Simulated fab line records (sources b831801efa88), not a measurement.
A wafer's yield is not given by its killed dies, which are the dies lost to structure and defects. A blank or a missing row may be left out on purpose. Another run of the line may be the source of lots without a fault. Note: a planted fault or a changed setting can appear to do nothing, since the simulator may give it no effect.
fab line records :: flow gf180mcu
[record]
  lots = 12
  wafers = 36
  lastDay = 34
route steps=602 shown MVPSD@87 V1@359 V2@396
lots that met no fault: from a run of the same line without faults
startH: start of the lot's first displayed wafer, in hours after the record's first day :: waitH: how many hours have passed since the lot's step before this one :: " as in the row above :: L1.1+2: several wafers, shown together as one row :: - no value, or no start given :: * or withheld: withheld :: < > ~ a bound
route shown NAME@n: NAME is a module with steps in the file, n the number in the route of the first one :: usual: average and standard deviation across the fault-free wafers :: same: alike in all rows :: chamber/n: place in a boat :: sites: the reading at each site :: _std_site: standard deviation of those values :: _edge_site: outer sites' mean less inner sites' :: radiusMm: how far each site lies from the wafer's centre :: mask NAME#n: copy n :: behind: the tool/chamber that last shaped the wafer :: hold: reason for holding the lot/hours on hold/outcome of the hold :: device: transistor that didn't switch, given as n, p or np :: end of line: the tests these same wafers got at the end of their route :: for a step that has no rows: nothing shown but its recipe :: killed: at the first sort, the dies lost to defects and structure; wafer yield is something else :: map: the dies of a wafer, with x for killed, . for not killed, _ for no die there
set.NAME: the setting as run; set.NAME@STEP: as run at that earlier step :: model.NAME: the simulator's own value behind a step, which no gauge read
a sample of lots followed through the steps of the route, with each step as a table and each wafer as a row
services: from which hour (startH, from the record's first day; less than 0 if before it) a tool's chamber was out of use, for how many hours, and why
[[steps]]
[step GF_MVPSD_IMPLANT_09]
[recipe]
  species = B
  energyKev = 40
  doseCm2 = 5e+12
  tiltDeg = 0
[usual]
  endStationPressureTorr = 5.03e-06/2.5e-07
lot.wafer: L961.1
tool: implanter-04
chamber: 0
startH: 100.30
waitH: 0.1
endStationPressureTorr: 5.33e-06

lot.wafer: L961.2
tool: implanter-04
chamber: 0
startH: 100.30
waitH: 0.1
endStationPressureTorr: 5.65e-06

lot.wafer: L961.4
tool: implanter-04
chamber: 0
startH: 100.30
waitH: 0.1
endStationPressureTorr: 5.28e-06

lot.wafer: L962.1
tool: implanter-03
chamber: 0
startH: 106.18
waitH: 0.1
endStationPressureTorr: 4.63e-06

lot.wafer: L962.4
tool: implanter-03
chamber: 0
startH: 106.18
waitH: 0.1
endStationPressureTorr: 4.78e-06

lot.wafer: L962.5
tool: implanter-03
chamber: 0
startH: 106.18
waitH: 0.1
endStationPressureTorr: 4.71e-06

lot.wafer: L963.2
tool: implanter-03
chamber: 0
startH: 109.62
waitH: 0.1
endStationPressureTorr: 5.01e-06

lot.wafer: L963.4
tool: implanter-03
chamber: 0
startH: 109.62
waitH: 0.1
endStationPressureTorr: 4.99e-06

lot.wafer: L963.6
tool: implanter-03
chamber: 0
startH: 109.62
waitH: 0.1
endStationPressureTorr: 5.32e-06

lot.wafer: L964.2
tool: implanter-01
chamber: 0
startH: 114.27
waitH: 0.1
endStationPressureTorr: 5.26e-06

lot.wafer: L964.3
tool: implanter-01
chamber: 0
startH: 114.27
waitH: 0.1
endStationPressureTorr: 5.01e-06

lot.wafer: L964.6
tool: implanter-01
chamber: 0
startH: 114.27
waitH: 0.1
endStationPressureTorr: 5.33e-06

lot.wafer: L965.1
tool: implanter-03
chamber: 0
startH: 120.15
waitH: 0.1
endStationPressureTorr: 4.97e-06

lot.wafer: L965.3
tool: implanter-03
chamber: 0
startH: 120.15
waitH: 0.1
endStationPressureTorr: 4.9e-06

lot.wafer: L965.4
tool: implanter-03
chamber: 0
startH: 120.15
waitH: 0.1
endStationPressureTorr: 4.76e-06

lot.wafer: L973.1
tool: implanter-03
chamber: 0
startH: 168.05
waitH: 0.1
endStationPressureTorr: 4.97e-06

lot.wafer: L973.3
tool: implanter-03
chamber: 0
startH: 168.05
waitH: 0.1
endStationPressureTorr: 4.71e-06

lot.wafer: L973.5
tool: implanter-03
chamber: 0
startH: 168.05
waitH: 0.1
endStationPressureTorr: 5.13e-06

lot.wafer: L974.2
tool: implanter-03
chamber: 0
startH: 174.92
waitH: 0.1
endStationPressureTorr: 5.05e-06

lot.wafer: L974.5
tool: implanter-03
chamber: 0
startH: 174.92
waitH: 0.1
endStationPressureTorr: 4.98e-06

lot.wafer: L974.6
tool: implanter-03
chamber: 0
startH: 174.92
waitH: 0.1
endStationPressureTorr: 4.96e-06

lot.wafer: L977.2
tool: implanter-01
chamber: 0
startH: 192.75
waitH: 0.1
endStationPressureTorr: 5.01e-06

lot.wafer: L977.5
tool: implanter-01
chamber: 0
startH: 192.75
waitH: 0.1
endStationPressureTorr: 5.02e-06

lot.wafer: L977.6
tool: implanter-01
chamber: 0
startH: 192.75
waitH: 0.1
endStationPressureTorr: 5.27e-06

lot.wafer: L980.2
tool: implanter-04
chamber: 0
startH: 212.10
waitH: 0.1
endStationPressureTorr: 4.99e-06

lot.wafer: L980.3
tool: implanter-04
chamber: 0
startH: 212.10
waitH: 0.1
endStationPressureTorr: 5.32e-06

lot.wafer: L980.4
tool: implanter-04
chamber: 0
startH: 212.10
waitH: 0.1
endStationPressureTorr: 4.87e-06

lot.wafer: L981.1
tool: implanter-01
chamber: 0
startH: 218.54
waitH: 0.1
endStationPressureTorr: 4.73e-06

lot.wafer: L981.2
tool: implanter-01
chamber: 0
startH: 218.54
waitH: 0.1
endStationPressureTorr: 4.66e-06

lot.wafer: L981.5
tool: implanter-01
chamber: 0
startH: 218.54
waitH: 0.1
endStationPressureTorr: 5.26e-06

lot.wafer: L982.4
tool: implanter-04
chamber: 0
startH: 221.87
waitH: 0.1
endStationPressureTorr: 5.33e-06

lot.wafer: L982.5
tool: implanter-04
chamber: 0
startH: 221.87
waitH: 0.1
endStationPressureTorr: 4.87e-06

lot.wafer: L982.6
tool: implanter-04
chamber: 0
startH: 221.87
waitH: 0.1
endStationPressureTorr: 4.69e-06

lot.wafer: L984.1
tool: implanter-03
chamber: 0
startH: 235.88
waitH: 0.1
endStationPressureTorr: 4.76e-06

lot.wafer: L984.2
tool: implanter-03
chamber: 0
startH: 235.88
waitH: 0.1
endStationPressureTorr: 5.21e-06

lot.wafer: L984.3
tool: implanter-03
chamber: 0
startH: 235.88
waitH: 0.1
endStationPressureTorr: 4.81e-06
[step GF_VT_IMPLANT_RS_MEAS_49]
[recipe]
  thkMeasGauge = four-point-probe
[usual]
  MVPSD_RS = 1166.6/2.9
lot.wafer: L961.1
tool: filmMetro-02
chamber: -
startH: 161.14
waitH: 0.1
MVPSD_RS[ohm/sq]: 1164.1

lot.wafer: L961.2
tool: filmMetro-02
chamber: -
startH: 161.14
waitH: 0.1
MVPSD_RS[ohm/sq]: 1167.7

lot.wafer: L961.4
tool: filmMetro-02
chamber: -
startH: 161.14
waitH: 0.1
MVPSD_RS[ohm/sq]: 1168.3

lot.wafer: L962.1
tool: filmMetro-01
chamber: -
startH: 166.35
waitH: 0.1
MVPSD_RS[ohm/sq]: 1162.6

lot.wafer: L962.4
tool: filmMetro-01
chamber: -
startH: 166.35
waitH: 0.1
MVPSD_RS[ohm/sq]: 1164.3

lot.wafer: L962.5
tool: filmMetro-01
chamber: -
startH: 166.35
waitH: 0.1
MVPSD_RS[ohm/sq]: 1165.7

lot.wafer: L963.2
tool: filmMetro-02
chamber: -
startH: 172.61
waitH: 0.1
MVPSD_RS[ohm/sq]: 1169.3

lot.wafer: L963.4
tool: filmMetro-02
chamber: -
startH: 172.61
waitH: 0.1
MVPSD_RS[ohm/sq]: 1165.5

lot.wafer: L963.6
tool: filmMetro-02
chamber: -
startH: 172.61
waitH: 0.1
MVPSD_RS[ohm/sq]: 1164.9

lot.wafer: L964.2
tool: filmMetro-04
chamber: -
startH: 178.15
waitH: 0.1
MVPSD_RS[ohm/sq]: 1162.6

lot.wafer: L964.3
tool: filmMetro-04
chamber: -
startH: 178.15
waitH: 0.1
MVPSD_RS[ohm/sq]: 1167.2

lot.wafer: L964.6
tool: filmMetro-04
chamber: -
startH: 178.15
waitH: 0.1
MVPSD_RS[ohm/sq]: 1166.3

lot.wafer: L965.1
tool: filmMetro-01
chamber: -
startH: 183.13
waitH: 0.1
MVPSD_RS[ohm/sq]: 1166.2

lot.wafer: L965.3
tool: filmMetro-01
chamber: -
startH: 183.13
waitH: 0.1
MVPSD_RS[ohm/sq]: 1165.8

lot.wafer: L965.4
tool: filmMetro-01
chamber: -
startH: 183.13
waitH: 0.1
MVPSD_RS[ohm/sq]: 1167.5

lot.wafer: L973.1
tool: filmMetro-02
chamber: -
startH: 239.30
waitH: 0.1
MVPSD_RS[ohm/sq]: 1173.0

lot.wafer: L973.3
tool: filmMetro-02
chamber: -
startH: 239.30
waitH: 0.1
MVPSD_RS[ohm/sq]: 1173.3

lot.wafer: L973.5
tool: filmMetro-02
chamber: -
startH: 239.30
waitH: 0.1
MVPSD_RS[ohm/sq]: 1175.9

lot.wafer: L974.2
tool: filmMetro-02
chamber: -
startH: 246.34
waitH: 0.1
MVPSD_RS[ohm/sq]: 1178.3

lot.wafer: L974.5
tool: filmMetro-02
chamber: -
startH: 246.34
waitH: 0.1
MVPSD_RS[ohm/sq]: 1181.3

lot.wafer: L974.6
tool: filmMetro-02
chamber: -
startH: 246.34
waitH: 0.1
MVPSD_RS[ohm/sq]: 1180.8

lot.wafer: L977.2
tool: filmMetro-02
chamber: -
startH: 266.82
waitH: 0.1
MVPSD_RS[ohm/sq]: 1165.5

lot.wafer: L977.5
tool: filmMetro-02
chamber: -
startH: 266.82
waitH: 0.1
MVPSD_RS[ohm/sq]: 1167.8

lot.wafer: L977.6
tool: filmMetro-02
chamber: -
startH: 266.82
waitH: 0.1
MVPSD_RS[ohm/sq]: 1168.6

lot.wafer: L980.2
tool: filmMetro-01
chamber: -
startH: 289.73
waitH: 0.1
MVPSD_RS[ohm/sq]: 1163.0

lot.wafer: L980.3
tool: filmMetro-01
chamber: -
startH: 289.73
waitH: 0.1
MVPSD_RS[ohm/sq]: 1160.8

lot.wafer: L980.4
tool: filmMetro-01
chamber: -
startH: 289.73
waitH: 0.1
MVPSD_RS[ohm/sq]: 1169.7

lot.wafer: L981.1
tool: filmMetro-01
chamber: -
startH: 295.86
waitH: 0.1
MVPSD_RS[ohm/sq]: 1164.6

lot.wafer: L981.2
tool: filmMetro-01
chamber: -
startH: 295.86
waitH: 0.1
MVPSD_RS[ohm/sq]: 1165.0

lot.wafer: L981.5
tool: filmMetro-01
chamber: -
startH: 295.86
waitH: 0.1
MVPSD_RS[ohm/sq]: 1166.7

lot.wafer: L982.4
tool: filmMetro-02
chamber: -
startH: 300.61
waitH: 0.1
MVPSD_RS[ohm/sq]: 1170.0

lot.wafer: L982.5
tool: filmMetro-02
chamber: -
startH: 300.61
waitH: 0.1
MVPSD_RS[ohm/sq]: 1165.7

lot.wafer: L982.6
tool: filmMetro-02
chamber: -
startH: 300.61
waitH: 0.1
MVPSD_RS[ohm/sq]: 1162.5

lot.wafer: L984.1
tool: filmMetro-02
chamber: -
startH: 314.78
waitH: 0.1
MVPSD_RS[ohm/sq]: 1167.2

lot.wafer: L984.2
tool: filmMetro-02
chamber: -
startH: 314.78
waitH: 0.1
MVPSD_RS[ohm/sq]: 1169.7

lot.wafer: L984.3
tool: filmMetro-02
chamber: -
startH: 314.78
waitH: 0.1
MVPSD_RS[ohm/sq]: 1169.8
[step GF_V1_RS_MEAS_24]
[recipe]
  thkMeasGauge = four-point-probe
  reads = W_of_V1_CVD_23+TiN_of_V1_SPUTTER_22+Ti_of_V1_SPUTTER_21
[usual]
  V1_W_RS = 0.328/0.0039
lot.wafer: L961.1
tool: filmMetro-03
chamber: -
startH: 419.64
waitH: 0.1
V1_W_RS[ohm/sq]: 0.334

lot.wafer: L961.2
tool: filmMetro-03
chamber: -
startH: 419.64
waitH: 0.1
V1_W_RS[ohm/sq]: 0.332

lot.wafer: L961.4
tool: filmMetro-03
chamber: -
startH: 419.64
waitH: 0.1
V1_W_RS[ohm/sq]: 0.328

lot.wafer: L962.1
tool: filmMetro-04
chamber: -
startH: 424.52
waitH: 0.1
V1_W_RS[ohm/sq]: 0.330

lot.wafer: L962.4
tool: filmMetro-04
chamber: -
startH: 424.52
waitH: 0.1
V1_W_RS[ohm/sq]: 0.329

lot.wafer: L962.5
tool: filmMetro-04
chamber: -
startH: 424.52
waitH: 0.1
V1_W_RS[ohm/sq]: 0.329

lot.wafer: L963.2
tool: filmMetro-01
chamber: -
startH: 431.91
waitH: 0.1
V1_W_RS[ohm/sq]: 0.325

lot.wafer: L963.4
tool: filmMetro-01
chamber: -
startH: 431.91
waitH: 0.1
V1_W_RS[ohm/sq]: 0.327

lot.wafer: L963.6
tool: filmMetro-01
chamber: -
startH: 431.91
waitH: 0.1
V1_W_RS[ohm/sq]: 0.330

lot.wafer: L964.2
tool: filmMetro-03
chamber: -
startH: 442.16
waitH: 0.1
V1_W_RS[ohm/sq]: 0.331

lot.wafer: L964.3
tool: filmMetro-03
chamber: -
startH: 442.16
waitH: 0.1
V1_W_RS[ohm/sq]: 0.331

lot.wafer: L964.6
tool: filmMetro-03
chamber: -
startH: 442.16
waitH: 0.1
V1_W_RS[ohm/sq]: 0.333

lot.wafer: L965.1
tool: filmMetro-03
chamber: -
startH: 448.94
waitH: 0.1
V1_W_RS[ohm/sq]: 0.325

lot.wafer: L965.3
tool: filmMetro-03
chamber: -
startH: 448.94
waitH: 0.1
V1_W_RS[ohm/sq]: 0.326

lot.wafer: L965.4
tool: filmMetro-03
chamber: -
startH: 448.94
waitH: 0.1
V1_W_RS[ohm/sq]: 0.324

lot.wafer: L973.1
tool: filmMetro-01
chamber: -
startH: 524.61
waitH: 0.1
V1_W_RS[ohm/sq]: 0.325

lot.wafer: L973.3
tool: filmMetro-01
chamber: -
startH: 524.61
waitH: 0.1
V1_W_RS[ohm/sq]: 0.329

lot.wafer: L973.5
tool: filmMetro-01
chamber: -
startH: 524.61
waitH: 0.1
V1_W_RS[ohm/sq]: 0.322

lot.wafer: L974.2
tool: filmMetro-03
chamber: -
startH: 532.29
waitH: 0.1
V1_W_RS[ohm/sq]: 0.329

lot.wafer: L974.5
tool: filmMetro-03
chamber: -
startH: 532.29
waitH: 0.1
V1_W_RS[ohm/sq]: 0.327

lot.wafer: L974.6
tool: filmMetro-03
chamber: -
startH: 532.29
waitH: 0.1
V1_W_RS[ohm/sq]: 0.326

lot.wafer: L977.2
tool: filmMetro-04
chamber: -
startH: 555.37
waitH: 0.1
V1_W_RS[ohm/sq]: 0.329

lot.wafer: L977.5
tool: filmMetro-04
chamber: -
startH: 555.37
waitH: 0.1
V1_W_RS[ohm/sq]: 0.335

lot.wafer: L977.6
tool: filmMetro-04
chamber: -
startH: 555.37
waitH: 0.1
V1_W_RS[ohm/sq]: 0.331

lot.wafer: L980.2
tool: filmMetro-04
chamber: -
startH: 581.93
waitH: 0.2
V1_W_RS[ohm/sq]: 0.331

lot.wafer: L980.3
tool: filmMetro-04
chamber: -
startH: 581.93
waitH: 0.2
V1_W_RS[ohm/sq]: 0.328

lot.wafer: L980.4
tool: filmMetro-04
chamber: -
startH: 581.93
waitH: 0.2
V1_W_RS[ohm/sq]: 0.335

lot.wafer: L981.1
tool: filmMetro-03
chamber: -
startH: 589.89
waitH: 0.2
V1_W_RS[ohm/sq]: 0.335

lot.wafer: L981.2
tool: filmMetro-03
chamber: -
startH: 589.89
waitH: 0.2
V1_W_RS[ohm/sq]: 0.332

lot.wafer: L981.5
tool: filmMetro-03
chamber: -
startH: 589.89
waitH: 0.2
V1_W_RS[ohm/sq]: 0.333

lot.wafer: L982.4
tool: filmMetro-03
chamber: -
startH: 599.09
waitH: 0.1
V1_W_RS[ohm/sq]: 0.335

lot.wafer: L982.5
tool: filmMetro-03
chamber: -
startH: 599.09
waitH: 0.1
V1_W_RS[ohm/sq]: 0.332

lot.wafer: L982.6
tool: filmMetro-03
chamber: -
startH: 599.09
waitH: 0.1
V1_W_RS[ohm/sq]: 0.333

lot.wafer: L984.1
tool: filmMetro-01
chamber: -
startH: 610.17
waitH: 0.1
V1_W_RS[ohm/sq]: 0.327

lot.wafer: L984.2
tool: filmMetro-01
chamber: -
startH: 610.17
waitH: 0.1
V1_W_RS[ohm/sq]: 0.323

lot.wafer: L984.3
tool: filmMetro-01
chamber: -
startH: 610.17
waitH: 0.1
V1_W_RS[ohm/sq]: 0.326
[step GF_V2_CD_MEAS_14]
[recipe]
  targetCdNm = 260
[usual]
  cdNm = 260.2/1.4
lot.wafer: L961.1
tool: cdSem-01
chamber: -
startH: 470.44
waitH: 0.1
cdNm: 259.7

lot.wafer: L961.2
tool: cdSem-01
chamber: -
startH: 470.44
waitH: 0.1
cdNm: 260.4

lot.wafer: L961.4
tool: cdSem-01
chamber: -
startH: 470.44
waitH: 0.1
cdNm: 260.5

lot.wafer: L962.1
tool: cdSem-01
chamber: -
startH: 475.65
waitH: 0.1
cdNm: 259.4

lot.wafer: L962.4
tool: cdSem-01
chamber: -
startH: 475.65
waitH: 0.1
cdNm: 260.4

lot.wafer: L962.5
tool: cdSem-01
chamber: -
startH: 475.65
waitH: 0.1
cdNm: 259.7

lot.wafer: L963.2
tool: cdSem-01
chamber: -
startH: 482.87
waitH: 0.1
cdNm: 260.6

lot.wafer: L963.4
tool: cdSem-01
chamber: -
startH: 482.87
waitH: 0.1
cdNm: 261.6

lot.wafer: L963.6
tool: cdSem-01
chamber: -
startH: 482.87
waitH: 0.1
cdNm: 260.8

lot.wafer: L964.2
tool: cdSem-01
chamber: -
startH: 492.92
waitH: 0.1
cdNm: 260.7

lot.wafer: L964.3
tool: cdSem-01
chamber: -
startH: 492.92
waitH: 0.1
cdNm: 260.9

lot.wafer: L964.6
tool: cdSem-01
chamber: -
startH: 492.92
waitH: 0.1
cdNm: 260.0

lot.wafer: L965.1
tool: cdSem-01
chamber: -
startH: 499.64
waitH: 0.1
cdNm: 259.4

lot.wafer: L965.3
tool: cdSem-01
chamber: -
startH: 499.64
waitH: 0.1
cdNm: 259.1

lot.wafer: L965.4
tool: cdSem-01
chamber: -
startH: 499.64
waitH: 0.1
cdNm: 259.2

lot.wafer: L973.1
tool: cdSem-02
chamber: -
startH: 571.55
waitH: 0.1
cdNm: 261.7

lot.wafer: L973.3
tool: cdSem-02
chamber: -
startH: 571.55
waitH: 0.1
cdNm: 261.8

lot.wafer: L973.5
tool: cdSem-02
chamber: -
startH: 571.55
waitH: 0.1
cdNm: 260.4

lot.wafer: L974.2
tool: cdSem-01
chamber: -
startH: 579.86
waitH: 0.1
cdNm: 262.0

lot.wafer: L974.5
tool: cdSem-01
chamber: -
startH: 579.86
waitH: 0.1
cdNm: 261.2

lot.wafer: L974.6
tool: cdSem-01
chamber: -
startH: 579.86
waitH: 0.1
cdNm: 261.8

lot.wafer: L977.2
tool: cdSem-02
chamber: -
startH: 600.91
waitH: 0.1
cdNm: 259.1

lot.wafer: L977.5
tool: cdSem-02
chamber: -
startH: 600.91
waitH: 0.1
cdNm: 260.1

lot.wafer: L977.6
tool: cdSem-02
chamber: -
startH: 600.91
waitH: 0.1
cdNm: 260.3

lot.wafer: L980.2
tool: cdSem-02
chamber: -
startH: 626.27
waitH: 0.1
cdNm: 259.4

lot.wafer: L980.3
tool: cdSem-02
chamber: -
startH: 626.27
waitH: 0.1
cdNm: 260.3

lot.wafer: L980.4
tool: cdSem-02
chamber: -
startH: 626.27
waitH: 0.1
cdNm: 262.0

lot.wafer: L981.1
tool: cdSem-01
chamber: -
startH: 633.20
waitH: 0.1
cdNm: 257.1

lot.wafer: L981.2
tool: cdSem-01
chamber: -
startH: 633.20
waitH: 0.1
cdNm: 257.2

lot.wafer: L981.5
tool: cdSem-01
chamber: -
startH: 633.20
waitH: 0.1
cdNm: 256.3

lot.wafer: L982.4
tool: cdSem-02
chamber: -
startH: 641.41
waitH: 0.1
cdNm: 258.8

lot.wafer: L982.5
tool: cdSem-02
chamber: -
startH: 641.41
waitH: 0.1
cdNm: 258.8

lot.wafer: L982.6
tool: cdSem-02
chamber: -
startH: 641.41
waitH: 0.1
cdNm: 258.6

lot.wafer: L984.1
tool: cdSem-02
chamber: -
startH: 653.10
waitH: 0.1
cdNm: 261.3

lot.wafer: L984.2
tool: cdSem-02
chamber: -
startH: 653.10
waitH: 0.1
cdNm: 262.1

lot.wafer: L984.3
tool: cdSem-02
chamber: -
startH: 653.10
waitH: 0.1
cdNm: 262.8
[step GF_V2_OVL_MEAS_15]
[usual]
  V2_OVL = -5/5
lot.wafer: L961.1
tool: overlay-01
chamber: -
startH: 470.56
waitH: 0.1
V2_OVL[nm]: -8

lot.wafer: L961.2
tool: overlay-01
chamber: -
startH: 470.56
waitH: 0.1
V2_OVL[nm]: -8

lot.wafer: L961.4
tool: overlay-01
chamber: -
startH: 470.56
waitH: 0.1
V2_OVL[nm]: -4

lot.wafer: L962.1
tool: overlay-02
chamber: -
startH: 475.77
waitH: 0.1
V2_OVL[nm]: -10

lot.wafer: L962.4
tool: overlay-02
chamber: -
startH: 475.77
waitH: 0.1
V2_OVL[nm]: -8

lot.wafer: L962.5
tool: overlay-02
chamber: -
startH: 475.77
waitH: 0.1
V2_OVL[nm]: -9

lot.wafer: L963.2
tool: overlay-01
chamber: -
startH: 482.98
waitH: 0.1
V2_OVL[nm]: -12

lot.wafer: L963.4
tool: overlay-01
chamber: -
startH: 482.98
waitH: 0.1
V2_OVL[nm]: -16

lot.wafer: L963.6
tool: overlay-01
chamber: -
startH: 482.98
waitH: 0.1
V2_OVL[nm]: -12

lot.wafer: L964.2
tool: overlay-01
chamber: -
startH: 493.03
waitH: 0.1
V2_OVL[nm]: -8

lot.wafer: L964.3
tool: overlay-01
chamber: -
startH: 493.03
waitH: 0.1
V2_OVL[nm]: -10

lot.wafer: L964.6
tool: overlay-01
chamber: -
startH: 493.03
waitH: 0.1
V2_OVL[nm]: -8

lot.wafer: L965.1
tool: overlay-02
chamber: -
startH: 499.76
waitH: 0.1
V2_OVL[nm]: -3

lot.wafer: L965.3
tool: overlay-02
chamber: -
startH: 499.76
waitH: 0.1
V2_OVL[nm]: -2

lot.wafer: L965.4
tool: overlay-02
chamber: -
startH: 499.76
waitH: 0.1
V2_OVL[nm]: 8

lot.wafer: L973.1
tool: overlay-01
chamber: -
startH: 571.67
waitH: 0.1
V2_OVL[nm]: -1

lot.wafer: L973.3
tool: overlay-01
chamber: -
startH: 571.67
waitH: 0.1
V2_OVL[nm]: -5

lot.wafer: L973.5
tool: overlay-01
chamber: -
startH: 571.67
waitH: 0.1
V2_OVL[nm]: -3

lot.wafer: L974.2
tool: overlay-02
chamber: -
startH: 579.96
waitH: 0.1
V2_OVL[nm]: -8

lot.wafer: L974.5
tool: overlay-02
chamber: -
startH: 579.96
waitH: 0.1
V2_OVL[nm]: -6

lot.wafer: L974.6
tool: overlay-02
chamber: -
startH: 579.96
waitH: 0.1
V2_OVL[nm]: -10

lot.wafer: L977.2
tool: overlay-02
chamber: -
startH: 601.01
waitH: 0.1
V2_OVL[nm]: -3

lot.wafer: L977.5
tool: overlay-02
chamber: -
startH: 601.01
waitH: 0.1
V2_OVL[nm]: -6

lot.wafer: L977.6
tool: overlay-02
chamber: -
startH: 601.01
waitH: 0.1
V2_OVL[nm]: -5

lot.wafer: L980.2
tool: overlay-01
chamber: -
startH: 626.38
waitH: 0.1
V2_OVL[nm]: -1

lot.wafer: L980.3
tool: overlay-01
chamber: -
startH: 626.38
waitH: 0.1
V2_OVL[nm]: 7

lot.wafer: L980.4
tool: overlay-01
chamber: -
startH: 626.38
waitH: 0.1
V2_OVL[nm]: -9

lot.wafer: L981.1
tool: overlay-02
chamber: -
startH: 633.32
waitH: 0.1
V2_OVL[nm]: -3

lot.wafer: L981.2
tool: overlay-02
chamber: -
startH: 633.32
waitH: 0.1
V2_OVL[nm]: -2

lot.wafer: L981.5
tool: overlay-02
chamber: -
startH: 633.32
waitH: 0.1
V2_OVL[nm]: -2

lot.wafer: L982.4
tool: overlay-01
chamber: -
startH: 641.49
waitH: 0.1
V2_OVL[nm]: -6

lot.wafer: L982.5
tool: overlay-01
chamber: -
startH: 641.49
waitH: 0.1
V2_OVL[nm]: -11

lot.wafer: L982.6
tool: overlay-01
chamber: -
startH: 641.49
waitH: 0.1
V2_OVL[nm]: -6

lot.wafer: L984.1
tool: overlay-01
chamber: -
startH: 653.22
waitH: 0.1
V2_OVL[nm]: 2

lot.wafer: L984.2
tool: overlay-01
chamber: -
startH: 653.22
waitH: 0.1
V2_OVL[nm]: -4

lot.wafer: L984.3
tool: overlay-01
chamber: -
startH: 653.22
waitH: 0.1
V2_OVL[nm]: -3
[[services]]
tool: implanter-04
chamber: -
startH: 88.93
hours: 3.1
kind: repair

tool: implanter-01
chamber: -
startH: 127.28
hours: 2.0
kind: repair

tool: implanter-04
chamber: -
startH: 153.88
hours: 3.6
kind: pm

tool: implanter-03
chamber: -
startH: 211.39
hours: 3.5
kind: pm

tool: implanter-01
chamber: -
startH: 227.20
hours: 3.3
kind: pm
[[key]]
[firstSign]
  step = GF_VT_IMPLANT_RS_MEAS_49
  reading = MVPSD_RS
  direction = up
  sigmas = 3.6
  usual = 1166.6
  struck = 1177.1
effect none on later readings
metAt GF_MVPSD_IMPLANT_09
struckLots L973,L974
testerLeftOut L973,L974
notActingAt GF_V1_RS_MEAS_24,GF_V2_CD_MEAS_14,GF_V2_OVL_MEAS_15
onsetBetween 120.15 168.05
[fault]
  kind = processParameterDrift
  tool = implanter-03
  chamber = -
  onsetH = 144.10
  steps = GF_MVPSD_IMPLANT_09
  channel = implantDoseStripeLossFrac
  offset = 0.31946
  shape = step
  endH = 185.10
// testerLeftOut: of these lots the tester's yield and bins aren't shown, on N5 and GAA mostly nor the transistor test; their killed dies are dies lost to structure and defects alone, not to doping, threshold or leakage, so they don't give the yield
